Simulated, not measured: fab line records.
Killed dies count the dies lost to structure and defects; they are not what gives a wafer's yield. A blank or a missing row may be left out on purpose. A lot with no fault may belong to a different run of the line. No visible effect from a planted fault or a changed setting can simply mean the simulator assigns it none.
Which tool did it? | flow sky130 | 14 lots (42 wafers sampled), 1 step of a 708-step route

WHAT THE GAUGES SHOWED, per wafer
SKY_METAL3_CD_MEAS_13 targets a cd of 300 nm.
lot  | measured     | on        | cd nm (nm)
L854 | day 39 08:09 | cd sem-02 | 301.5 300.6 300.4
L856 | day 39 19:22 | cd sem-02 | 298.0 298.1 298.0
L859 | day 40 15:25 | cd sem-02 | 301.5 302.4 301.1
L860 | day 40 20:49 | cd sem-01 | 300.3 299.4 299.9
L862 | day 41 17:22 | cd sem-01 | 300.4 299.3 299.0
L863 | day 41 23:58 | cd sem-01 | 302.9 303.6 302.8
L864 | day 42 06:40 | cd sem-01 | 298.0 299.2 299.2
L865 | day 42 17:00 | cd sem-01 | 301.7 301.1 300.4
L866 | day 42 17:32 | cd sem-01 | 301.0 302.4 302.9
L867 | day 42 23:40 | cd sem-02 | 298.3 299.6 299.0
L868 | day 43 09:57 | cd sem-01 | 298.5 298.8 298.2
L873 | day 44 08:58 | cd sem-01 | 300.7 300.4 302.6
L874 | day 44 17:31 | cd sem-02 | 298.5 299.1 299.3
L875 | day 45 01:27 | cd sem-01 | 298.5 299.0 299.0

WHAT TOOL EACH LOT RAN ON (gives the tool, then ch and the chambers of the sampled wafers, and finally the start)
There is no process step in the record ahead of these readings.

AS READ BY THE TOOLS THEMSELVES (means over the sampled wafers that have a number; for cases with no such wafer, the mark the record gives instead)
The record holds no such reading with a usual standard deviation.

THE ANSWER, worked out from the rows above alone
Rule: the usual values come from the lots themselves. Put in order of their means at a reading, lots are off if they are a third of the lots or fewer, leave a main group of 4 or more, and stand apart from it by a gap of 3 or more times the standard deviation of the main group's means; of several such gaps the widest counts. A main group whose means are all the same, to the digits that the tables above print for the reading, isn't used. A lot without any number at a reading at which 4 lots or more have one is off too. Where the step has rows for the other lots, those lots are counted as sound. First the gauges in route order, then the tools' own readings, where a lot's mean is used as printed above. The first step at which some lot is off is used, and at that step the reading that is off furthest; a lot without a number counts as furthest.
Across all readings shown, no lot is off: no conclusion can be drawn from this.

WHAT THE SIMULATOR HAD PUT IN
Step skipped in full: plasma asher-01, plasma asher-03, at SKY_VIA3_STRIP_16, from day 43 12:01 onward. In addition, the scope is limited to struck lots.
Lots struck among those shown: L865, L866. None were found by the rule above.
